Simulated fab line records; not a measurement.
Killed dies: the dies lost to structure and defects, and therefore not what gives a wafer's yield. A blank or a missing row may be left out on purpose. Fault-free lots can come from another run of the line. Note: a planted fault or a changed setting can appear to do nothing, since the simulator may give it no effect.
Which tool did it? | flow sky130 | route of 708 steps, sampled at 1 step: 12 lots, 36 wafers

## WHAT THE GAUGES SHOWED, per wafer
SKY_LDD_LDN_OVL_MEAS_07.
lot  | measured     | on         | LDD_LDN_OVL (nm)
L075 | day 23 13:40 | overlay-02 | -0.8 -2.2 -1.0
L077 | day 24 05:35 | overlay-02 | 0.3 0.4 1.1
L079 | day 24 15:49 | overlay-02 | 1.5 2.6 1.6
L081 | day 25 09:11 | overlay-02 | -0.5 -1.3 -1.0
L083 | day 26 04:50 | overlay-01 | -0.4 -0.2 -2.1
L085 | day 26 18:50 | overlay-01 | 1.8 3.0 0.6
L087 | day 27 19:44 | overlay-01 | 1.8 3.2 1.5
L091 | day 28 14:20 | overlay-01 | 1.1 1.4 2.1
L089 | day 28 15:44 | overlay-02 | 1.0 -0.4 0.9
L093 | day 30 00:29 | overlay-01 | 1.7 2.3 2.0
L095 | day 30 01:54 | overlay-02 | 0.7 1.4 0.8
L097 | day 30 11:35 | overlay-01 | -0.7 -2.1 0.9

## WHAT TOOL EACH LOT RAN ON (gives the tool, then ch and the chambers of the sampled wafers, and finally the start)
The record holds no process step before these readings.

## THE ANSWER, worked out from the rows above alone
Rule: what is usual is taken from the lots themselves. The widest of any qualifying gaps counts: lots, ordered by their means at a reading, are off when they make up no more than a third of the lots, leave a main group of 4 or more, and stand apart from it by 3 or more times the standard deviation of that group's means. Not used: any main group whose means are identical at the precision the tables above print for the reading. Also off: a lot with no number at a reading for which 4 or more lots have one. All remaining lots with rows at the step are treated as sound.
Nothing can be told from this: no lot is off at any reading shown.

## WHAT WAS PUT IN BY THE SIMULATOR
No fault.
